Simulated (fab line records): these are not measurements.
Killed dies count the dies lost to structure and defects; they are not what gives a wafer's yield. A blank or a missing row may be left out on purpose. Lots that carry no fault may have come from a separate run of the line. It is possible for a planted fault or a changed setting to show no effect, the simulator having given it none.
2 desks looking at one fault    flow sfq_line    every desk sees just its own numbers, and what lay behind them comes last

METROLOGY DESK
What the gauges read for every lot (on any tool): the sampled wafers with a number, averaged. The brackets show how far a lot's mean lies from the usual mean; more than 4 standard deviations puts the lot out of limits, marked OUT.
Columns: A = M0_OVL at SFQ_M0_OVL_MEAS_906, usual 1 nm
lot   first seen here  A
L533  day 10 01:07     -2
L535  day 11 05:05     -6
L537  day 12 01:19     10
L538  day 12 13:37     5
L539  day 13 03:11     7
L540  day 13 09:11     -5
L541  day 14 00:55     -2
L542  day 14 09:19     -1
L547  day 16 05:43     7
L548  day 16 08:26     -8
L549  day 16 10:31     2
L550  day 16 11:42     4
L552  day 16 15:19     -6
L555  day 16 21:19     -4
This desk's finding: nothing out of limits on any of the 14 lots.

FOR THE TOOL OWNER'S DESK: krf_scanner-02
The tool's own readings at SFQ_TRILAYER_M3_LITHO_EXPOSE_076 (exposes mask M3, target cd 500 nm): means of the sampled wafers that have a number, for each lot that ran on this tool. The brackets show how far a lot's mean lies from the usual mean; more than 4 standard deviations puts the lot out of limits, marked OUT.
Columns: A = exposure_dose_mJ_cm2 at SFQ_TRILAYER_M3_LITHO_EXPOSE_076, usual 14.399; B = focus_offset_nm at SFQ_TRILAYER_M3_LITHO_EXPOSE_076, usual -0.1 nm; C = stage_vel_mm_s at SFQ_TRILAYER_M3_LITHO_EXPOSE_076, usual 500.03 mm/s
lot   first seen here  A       B     C
L535  day 32 13:32     14.392  0.3   500.28
L539  day 36 20:52     14.398  0.5   499.93
L540  day 37 06:28     14.395  0.3   500.06
L541  day 38 22:12     14.386  -0.2  500.01
L542  day 39 01:48     14.395  0.7   500.00
L547  day 47 02:25     14.389  0.2   500.08
L550  day 47 17:49     14.391  -0.9  500.17
L552  day 47 22:49     14.403  -0.1  499.97
L555  day 48 02:37     14.400  -0.2  500.06
This desk's finding: nothing out of limits on any of the 9 lots.

ALL TOGETHER
At the metrology desk, nothing out of limits was observed.
The desk of the tool owner found nothing out of limits.

WHAT WAS PUT IN BY THE SIMULATOR
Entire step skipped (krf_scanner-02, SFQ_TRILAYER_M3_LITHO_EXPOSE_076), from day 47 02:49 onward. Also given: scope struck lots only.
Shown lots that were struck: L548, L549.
